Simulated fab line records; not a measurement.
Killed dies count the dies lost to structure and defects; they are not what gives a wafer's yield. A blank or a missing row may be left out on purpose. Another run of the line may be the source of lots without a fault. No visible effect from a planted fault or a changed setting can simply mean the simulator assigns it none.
fab line records	flow sky130
record lots=13	wafers=39	last-day=50
route steps=708 shown VT_ADJUST_HVTP@94 LI_CONTACT@385 CONTACT@407 METAL1@436
lots untouched by any fault: they come from a run of this same line in which no faults occurred
start-h: hours from the record's first day to the start of the lot's first wafer shown	wait-h: how many hours have passed since the lot's step before this one	" repeats the value in the row above	L1.1+2: one row covering several wafers at once	- no value, or no start was given	* or withheld: withheld	< > ~ a bound
route shown NAME@n: a module of which the file shows steps, and the number in the route of the first	usual: the fault-free wafers' mean and standard deviation	same: alike in all rows	chamber/n: place in a boat	sites: each site's reading	_std_site: the values' standard deviation	_edge_site: inner sites' mean taken away from outer sites' mean	radius-mm: for every site, how far away it sits from the centre of the wafer	mask NAME#n: copy n	behind: the most recent tool/chamber to have shaped the wafer	hold: the reason the lot was held/the length of the hold in hours/how it ended	device: transistor that didn't switch, given as n, p or np	end of line: the same wafers' tests at the end of the route	where a step has no rows: the recipe by itself	killed: count of dies lost to structure and defects at first sort (not the wafer's yield)	map: a wafer's dies, marking killed ones x, the rest . and places with no die _
set.NAME: the setting as run; set.NAME@STEP: as run at that earlier step	model.NAME: the simulator's own value behind a step, which no gauge read
the route's steps for a sample of lots (tables are steps, rows are wafers)
services: from which hour (start-h, from the record's first day; less than 0 if before it) a tool's chamber was out of use, for how many hours, and why
## steps
# step SKY_VT_ADJUST_HVTP_IMPLANT_09
# recipe species=As	energy-kev=150	dose-cm2=4.3e+12	tilt-deg=withheld
# usual end-station-pressure-torr=5.04e-06/2.7e-07
lot.wafer	tool	chamber	start-h	wait-h	end-station-pressure-torr
L738.4	implanter-03	0	132.05	0.1	5.44e-06
L738.5	"	0	"	"	5.14e-06
L738.6	"	0	"	"	5.01e-06
L739.1	implanter-03	0	132.88	0.0	5.15e-06
L739.3	"	0	"	"	5.23e-06
L739.5	"	0	"	"	4.93e-06
L741.1	implanter-01	0	145.58	0.0	4.95e-06
L741.4	"	0	"	"	4.91e-06
L741.5	"	0	"	"	5.32e-06
L742.1	implanter-03	0	154.66	0.0	4.89e-06
L742.3	"	0	"	"	4.43e-06
L742.5	"	0	"	"	5.23e-06
L743.2	implanter-01	0	159.41	0.0	4.41e-06
L743.3	"	0	"	"	5.62e-06
L743.6	"	0	"	"	5.27e-06
L745.1	implanter-01	0	172.06	0.0	5.19e-06
L745.3	"	0	"	"	4.73e-06
L745.6	"	0	"	"	5.01e-06
L746.2	implanter-02	0	173.96	0.0	4.6e-06
L746.4	"	0	"	"	4.86e-06
L746.6	"	0	"	"	5.33e-06
L747.1	implanter-01	0	184.97	0.0	5.14e-06
L747.5	"	0	"	"	5.24e-06
L747.6	"	0	"	"	5.32e-06
L751.1	implanter-01	0	208.96	0.0	5.27e-06
L751.2	"	0	"	"	5.43e-06
L751.4	"	0	"	"	5.32e-06
L756.1	implanter-02	0	242.72	0.0	4.94e-06
L756.2	"	0	"	"	4.72e-06
L756.5	"	0	"	"	4.7e-06
L757.1	implanter-02	0	246.73	0.0	5.14e-06
L757.3	"	0	"	"	4.55e-06
L757.4	"	0	"	"	4.96e-06
L758.2	implanter-02	0	252.96	0.0	5.21e-06
L758.3	"	0	"	"	5.43e-06
L758.5	"	0	"	"	4.91e-06
L760.1	implanter-01	0	271.45	0.2	4.59e-06
L760.5	"	0	"	"	4.6e-06
L760.6	"	0	"	"	4.82e-06
# step SKY_VT_ADJUST_HVTP_TW_MEAS_11
# usual VT_ADJUST_HVTP_TW=1340/8.8
lot.wafer	tool	chamber	start-h	wait-h	VT_ADJUST_HVTP_TW
L738.4	film-metro-01	-	132.25	0.1	1352
L738.5	"	-	"	"	1352
L738.6	"	-	"	"	1350
L739.1	film-metro-03	-	133.13	0.1	1329
L739.3	"	-	"	"	1329
L739.5	"	-	"	"	1332
L741.1	film-metro-01	-	145.83	0.1	1342
L741.4	"	-	"	"	1350
L741.5	"	-	"	"	1340
L742.1	film-metro-01	-	154.91	0.1	1354
L742.3	"	-	"	"	1351
L742.5	"	-	"	"	1343
L743.2	film-metro-03	-	159.64	0.1	1324
L743.3	"	-	"	"	1322
L743.6	"	-	"	"	1318
L745.1	film-metro-02	-	172.31	0.1	1347
L745.3	"	-	"	"	1341
L745.6	"	-	"	"	1343
L746.2	film-metro-01	-	174.19	0.1	1353
L746.4	"	-	"	"	1348
L746.6	"	-	"	"	1349
L747.1	film-metro-02	-	185.22	0.1	1320
L747.5	"	-	"	"	1314
L747.6	"	-	"	"	1316
L751.1	film-metro-02	-	209.21	0.1	1312
L751.2	"	-	"	"	1321
L751.4	"	-	"	"	1320
L756.1	film-metro-01	-	242.97	0.1	1337
L756.2	"	-	"	"	1331
L756.5	"	-	"	"	1331
L757.1	film-metro-02	-	246.98	0.1	1327
L757.3	"	-	"	"	1328
L757.4	"	-	"	"	1337
L758.2	film-metro-01	-	253.19	0.1	1342
L758.3	"	-	"	"	1348
L758.5	"	-	"	"	1337
L760.1	film-metro-01	-	271.70	0.1	1348
L760.5	"	-	"	"	1346
L760.6	"	-	"	"	1340
# step SKY_LI_CONTACT_THK_MEAS_23
# recipe thk-meas-gauge=xrf	reads=W_of_LI_CONTACT_CVD_21
# usual LI_CONTACT_W_THK=406/11
lot.wafer	tool	chamber	start-h	wait-h	LI_CONTACT_W_THK[nm]
L738.4	film-metro-02	-	688.82	0.1	402
L738.5	"	-	"	"	393
L738.6	"	-	"	"	408
L739.1	film-metro-01	-	690.78	0.1	413
L739.3	"	-	"	"	418
L739.5	"	-	"	"	409
L741.1	film-metro-03	-	708.63	0.1	407
L741.4	"	-	"	"	408
L741.5	"	-	"	"	401
L742.1	film-metro-02	-	723.83	0.1	388
L742.3	"	-	"	"	383
L742.5	"	-	"	"	387
L743.2	film-metro-03	-	727.09	0.1	412
L743.3	"	-	"	"	407
L743.6	"	-	"	"	412
L746.2	film-metro-03	-	754.33	0.1	412
L746.4	"	-	"	"	427
L746.6	"	-	"	"	423
L745.1	film-metro-02	-	755.64	0.1	403
L745.3	"	-	"	"	420
L745.6	"	-	"	"	404
L747.1	film-metro-03	-	766.13	0.1	422
L747.5	"	-	"	"	438
L747.6	"	-	"	"	420
L751.1	film-metro-01	-	789.49	0.1	412
L751.2	"	-	"	"	401
L751.4	"	-	"	"	411
L756.1	film-metro-01	-	824.13	0.1	406
L756.2	"	-	"	"	415
L756.5	"	-	"	"	409
L757.1	film-metro-01	-	829.93	0.1	403
L757.3	"	-	"	"	401
L757.4	"	-	"	"	400
L758.2	film-metro-03	-	836.02	0.1	413
L758.3	"	-	"	"	410
L758.5	"	-	"	"	420
L760.1	film-metro-02	-	856.69	0.1	403
L760.5	"	-	"	"	404
L760.6	"	-	"	"	405
# step SKY_CONTACT_THK_MEAS_01
# recipe reads=Si3N4_of_CONTACT_CVD_00
# usual CONTACT_CVD_00_THK=74.9/0.96
lot.wafer	tool	chamber	start-h	wait-h	CONTACT_CVD_00_THK[nm]
L738.4	film-metro-01	-	717.64	-	76.9
L738.5	"	-	"	"	76.4
L738.6	"	-	"	"	75.4
L739.1	film-metro-03	-	719.19	-	73.9
L739.3	"	-	"	"	74.4
L739.5	"	-	"	"	75.3
L741.1	film-metro-03	-	737.30	-	75.0
L741.4	"	-	"	"	75.1
L741.5	"	-	"	"	75.8
L742.1	film-metro-04	-	751.80	-	74.3
L742.3	"	-	"	"	75.0
L742.5	"	-	"	"	76.3
L743.2	film-metro-04	-	755.52	-	74.2
L743.3	"	-	"	"	73.9
L743.6	"	-	"	"	74.6
L746.2	film-metro-01	-	782.27	-	75.0
L746.4	"	-	"	"	75.8
L746.6	"	-	"	"	76.0
L745.1	film-metro-03	-	783.41	-	73.6
L745.3	"	-	"	"	74.7
L745.6	"	-	"	"	74.7
L747.1	film-metro-01	-	794.16	-	73.3
L747.5	"	-	"	"	75.7
L747.6	"	-	"	"	74.6
L751.1	film-metro-03	-	816.91	-	74.6
L751.2	"	-	"	"	73.8
L751.4	"	-	"	"	75.3
L756.1	film-metro-01	-	853.18	-	73.6
L756.2	"	-	"	"	74.5
L756.5	"	-	"	"	76.4
L757.1	film-metro-01	-	858.67	-	73.9
L757.3	"	-	"	"	73.4
L757.4	"	-	"	"	75.2
L758.2	film-metro-04	-	864.62	-	74.6
L758.3	"	-	"	"	75.3
L758.5	"	-	"	"	76.3
L760.1	film-metro-04	-	883.82	-	76.1
L760.5	"	-	"	"	75.3
L760.6	"	-	"	"	74.5
# step SKY_METAL1_SPUTTER_02
# recipe material=AlCu	target-thk-nm=250	power-w=10600	time-s=13.3	chamber-pressure-pa=0.4
# usual throttle-valve-pct=30.2/0.89
lot.wafer	tool	chamber	start-h	wait-h	throttle-valve-pct
L738.4	pvd-sputter-03	-	746.49	0.0	29.1
L738.5	"	-	"	"	30.7
L738.6	"	-	"	"	30.8
L739.1	pvd-sputter-01	-	748.71	0.0	31.7
L739.3	"	-	"	"	28.8
L739.5	"	-	"	"	30.4
L741.1	pvd-sputter-03	-	765.88	0.0	29.4
L741.4	"	-	"	"	29.2
L741.5	"	-	"	"	29.7
L742.1	pvd-sputter-01	-	780.81	0.0	29.3
L742.3	"	-	"	"	28.7
L742.5	"	-	"	"	30.1
L743.2	pvd-sputter-02	-	783.75	0.0	31.0
L743.3	"	-	"	"	31.1
L743.6	"	-	"	"	29.6
L746.2	pvd-sputter-03	-	810.82	0.0	30.9
L746.4	"	-	"	"	29.6
L746.6	"	-	"	"	30.6
L745.1	pvd-sputter-03	-	812.15	0.0	30.0
L745.3	"	-	"	"	30.9
L745.6	"	-	"	"	30.8
L747.1	pvd-sputter-03	-	823.38	0.0	29.5
L747.5	"	-	"	"	29.9
L747.6	"	-	"	"	29.3
L751.1	pvd-sputter-02	-	846.76	0.0	31.3
L751.2	"	-	"	"	31.1
L751.4	"	-	"	"	29.6
L756.1	pvd-sputter-03	-	881.35	0.0	29.3
L756.2	"	-	"	"	30.8
L756.5	"	-	"	"	29.2
L757.1	pvd-sputter-01	-	886.63	0.0	30.3
L757.3	"	-	"	"	29.4
L757.4	"	-	"	"	30.2
L758.2	pvd-sputter-02	-	891.90	0.0	30.9
L758.3	"	-	"	"	31.1
L758.5	"	-	"	"	29.3
L760.1	pvd-sputter-01	-	911.62	0.0	30.2
L760.5	"	-	"	"	31.7
L760.6	"	-	"	"	30.4
## services
tool	chamber	start-h	hours	kind
pvd-sputter-01	-	114.08	6.6	repair
implanter-01	-	133.62	1.6	repair
pvd-sputter-01	-	144.50	1.9	repair
implanter-01	-	147.70	1.8	repair
pvd-sputter-01	-	157.18	2.7	repair
implanter-02	-	169.92	1.7	repair
implanter-01	-	194.71	5.2	repair
implanter-01	-	195.79	10.5	repair
implanter-01	-	222.67	6.6	repair
implanter-02	-	253.59	0.7	repair
implanter-01	-	291.57	3.8	pm
implanter-02	-	296.85	6.0	repair
pvd-sputter-01	-	338.34	6.0	repair
implanter-01	-	386.19	3.4	pm
implanter-01	-	546.55	6.4	repair
implanter-01	-	638.06	7.6	repair
implanter-01	-	660.36	6.4	pm
implanter-01	-	759.83	2.2	repair
implanter-01	-	774.24	0.7	repair
pvd-sputter-03	-	785.90	0.6	repair
pvd-sputter-03	-	808.86	1.8	repair
implanter-01	-	812.40	1.4	repair
implanter-01	-	865.17	3.9	pm
implanter-01	-	876.01	3.7	repair
## key
first-sign step=SKY_VT_ADJUST_HVTP_TW_MEAS_11	reading=VT_ADJUST_HVTP_TW	direction=down	sigmas=2.6	usual=1340	struck=1317
effect none on later readings
met-at SKY_VT_ADJUST_HVTP_IMPLANT_09
struck-lots L747,L751
tester-left-out L747,L751
not-acting-at SKY_LI_CONTACT_THK_MEAS_23,SKY_CONTACT_THK_MEAS_01,SKY_METAL1_SPUTTER_02
onset-between 172.06 184.97
fault kind=process-parameter-drift	tool=implanter-01	chamber=-	onset-h=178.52	steps=SKY_VT_ADJUST_HVTP_IMPLANT_09	channel=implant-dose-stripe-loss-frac	offset=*	shape=step	end-h=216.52
# tester-left-out: of these lots the tester's yield and bins aren't shown, on N5 and GAA mostly nor the transistor test; their killed dies are dies lost to structure and defects alone, not to doping, threshold or leakage, so they don't give the yield
